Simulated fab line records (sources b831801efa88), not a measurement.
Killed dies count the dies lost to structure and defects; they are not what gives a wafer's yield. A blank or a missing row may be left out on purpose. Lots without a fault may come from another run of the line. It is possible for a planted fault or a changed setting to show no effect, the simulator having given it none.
What tool caused it? | flow sky130 | 14 lots, 42 wafers sampled, at 2 steps of a route of 708

== WHAT THE GAUGES READ, wafer by wafer ==
SKY_VIA3_BOW_MEAS_03. Usual: VIA3_BOW 82 um, standard deviation 9.5.
lot  | measured     | on            | VIA3_BOW (um) | flag
L846 | day 38 07:20 | film metro-01 | 71 62 74      |
L847 | day 38 21:48 | film metro-01 | 81 79 62      |
L850 | day 39 21:30 | film metro-02 | 69 84 80      |
L851 | day 40 01:57 | film metro-03 | 86 88 95      |
L852 | day 40 03:41 | film metro-03 | 89 85 82      |
L853 | day 40 12:56 | film metro-03 | 90 81 80      |
L855 | day 41 07:05 | film metro-02 | 91 97 77      |
L856 | day 41 18:03 | film metro-01 | 88 94 87      |
L857 | day 41 22:05 | film metro-01 | 77 86 81      |
L858 | day 42 06:52 | film metro-02 | 76 85 90      |
L859 | day 42 12:41 | film metro-03 | 79 89 73      |
L864 | day 43 18:08 | film metro-03 | 97 94 87      |
L863 | day 43 21:37 | film metro-03 | 75 81 83      |
L869 | day 44 22:04 | film metro-03 | 83 77 69      |

SKY_VIA3_OVL_MEAS_13. Usual: VIA3_OVL -1 nm, standard deviation 5.9.
lot  | measured     | on         | VIA3_OVL (nm) | flag
L846 | day 39 08:49 | overlay-01 | -2 1 -5       |
L847 | day 39 22:22 | overlay-01 | 0 -2 -2       |
L850 | day 40 22:13 | overlay-01 | 6 2 4         |
L851 | day 41 02:17 | overlay-02 | -15 -9 -14    |
L852 | day 41 03:40 | overlay-02 | 8 9 -5        |
L853 | day 41 13:14 | overlay-01 | -5 -15 -5     |
L855 | day 42 07:05 | overlay-01 | -5 -4 -5      |
L856 | day 42 17:51 | overlay-01 | -5 1 -6       |
L857 | day 42 22:10 | overlay-01 | 15 12 8       |
L858 | day 43 06:04 | overlay-01 | 6 5 1         |
L859 | day 43 12:41 | overlay-01 | -3 0 -8       |
L864 | day 44 16:58 | overlay-01 | -2 -4 -2      |
L863 | day 44 19:43 | overlay-02 | -3 2 0        |
L869 | day 45 19:02 | overlay-02 | 12 6 4        |

== WHAT TOOL EACH LOT RAN ON (gives the tool, then ch and the chambers of the sampled wafers, and finally the start) ==
There is no process step in the record ahead of these readings.

== WHAT THE TOOLS THEMSELVES READ (means of the sampled wafers that have a number; where no wafer has one, the mark that the record gives instead) ==
The record holds no such reading with a usual standard deviation.

== THE ANSWER, worked out from the rows above alone ==
Rule: lot off if the mean of its wafers having a number is beyond 3 standard deviations from the usual mean. Also off: a lot with no number at a reading for which 4 or more lots have one. Where the step has rows for the other lots, those lots are counted as sound. The gauges are gone through in route order, then the tools' own readings, and for those a lot's mean is taken as printed above. The first step at which some lot is off is used, and at that step the reading that is off furthest; a lot without a number counts as furthest.
Nothing can be told from this: no lot is off at any reading shown.

== WHAT THE SIMULATOR HAD INSERTED ==
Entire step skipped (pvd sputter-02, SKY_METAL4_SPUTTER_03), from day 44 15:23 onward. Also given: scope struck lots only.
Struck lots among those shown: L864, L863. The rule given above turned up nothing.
